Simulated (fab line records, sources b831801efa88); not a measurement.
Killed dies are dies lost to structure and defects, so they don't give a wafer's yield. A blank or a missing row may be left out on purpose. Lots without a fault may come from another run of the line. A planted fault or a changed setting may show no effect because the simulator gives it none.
Problem report in the 8D (eight disciplines) form, filled by code | flow sky130 | the parts of the form that need people (team, actions taken, sign-off) are left out

1. THE PROBLEM
CONTACT_HDPCVD_THK at SKY_CONTACT_THK_MEAS_03 reads a mean of 679 nm on 2 wafers of 2 lots; wafers without a fault read 563 nm with a standard deviation of 7.6. That is +15 standard deviations from the usual mean.
First seen on wafer L433.5, day 33 18:19, on film_metro-01. The record holds 30 wafers of 10 lots with a number at this step. Rule for "out", or "out of limits": more than 4 standard deviations from the usual mean. The other wafers with a number count as sound.

2. WHAT IT IS AND WHAT IT IS NOT
question                    | is                 | is not
which readings at this step | CONTACT_HDPCVD_THK | -
which lots                  | L433, L434         | L424, L425, L426, L427, L430, L436, L445, L446
which wafers of those lots  | L433.5, L434.1     | L433.2, L433.4, L434.3, L434.6
read on which gauges        | film_metro-01      | film_metro-03, film_metro-04
when                        | from day 33 18:19  | up to then (17 sound wafers); but 11 sound wafers of L434, L436, L445, L446 came after

3. SUSPECTS, AND WHAT RULES EACH OUT
Counting: a tool at a process step up to the reading stays a suspect if it ran every lot that is out. Sound lots after the first of them don't rule it out here, since some wafers of a struck lot are sound.
- the gauge at SKY_CONTACT_THK_MEAS_03: ruled out. All the wafers that are out were read on film_metro-01, but those of them that SKY_CONTACT_HDPCVD_02 has rows for are out there too, on other tools.
- cmp-01 at SKY_LI_CONTACT_CMP_24 (polishes, stops on PSG, t overpolish 20 s, target thk 0 nm): kept. It ran every lot that is out, first L433 (day 32 12:51); its last sound lot up to then is L430 (day 31 10:01).
- hdpcvd-01 at SKY_CONTACT_HDPCVD_02 (deposits SiO2, target thk 565 nm, time 94.2 s): kept. It ran every lot that is out, first L433 (day 33 18:14); its last sound lot up to then is L430 (day 32 15:20). Its own readings are out on those wafers: sih4_flow_sccm.
- Within hdpcvd-01 at SKY_CONTACT_HDPCVD_02: the wafers that are out ran in chamber 1; their sound lot-mates ran in chambers 0, 2.
Left after counting: cmp-01 at SKY_LI_CONTACT_CMP_24, hdpcvd-01 at SKY_CONTACT_HDPCVD_02.

4. THE CAUSE (what the simulator had put in)
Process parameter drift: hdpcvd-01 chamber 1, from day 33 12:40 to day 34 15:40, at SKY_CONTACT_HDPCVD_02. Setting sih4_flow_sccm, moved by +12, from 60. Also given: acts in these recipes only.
Counting left 2 suspects, and this tool is among them.

5. THE CHAIN OF EFFECTS, in route order
Each row: a reading whose mean over the struck wafers that have a number lies more than 3 standard deviations from the usual. Only readings for which the record gives a usual standard deviation are gone through. hours: the time from each lot's start at the first step in this table that gives one to its start at this step, as a median over the lots. sigmas: the change in usual standard deviations.
hours | step                    | reading            | usual      | on struck wafers | change | sigmas
0     | SKY_CONTACT_HDPCVD_02   | sih4_flow_sccm     | 60.02 sccm | 72.29            | +12.27 | +65
0     | SKY_CONTACT_THK_MEAS_03 | CONTACT_HDPCVD_THK | 563 nm     | 679              | +116   | +15
0     | SKY_CONTACT_CMP_04      | time_to_endpoint_s | 80 s       | 120              | +40    | +8.7
The process steps in it:
- SKY_CONTACT_HDPCVD_02: deposits SiO2, target thk 565 nm, time 94.2 s.
- SKY_CONTACT_CMP_04: polishes SiO2.

6. WHAT WOULD HAVE CAUGHT IT SOONER
In this record the first reading out of limits at a measuring or inspecting step was taken at day 33 18:19, 6 hours after the fault began at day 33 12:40.
The tool's own readings at SKY_CONTACT_HDPCVD_02 were out on every struck wafer that the step has a row for (sih4_flow_sccm): an alarm limit on them would have fired on the first of those.
Of the lots that are out (2), L434 began SKY_CONTACT_HDPCVD_02 on hdpcvd-01 after day 33 18:19. A hold on the tool at that time would have spared it.
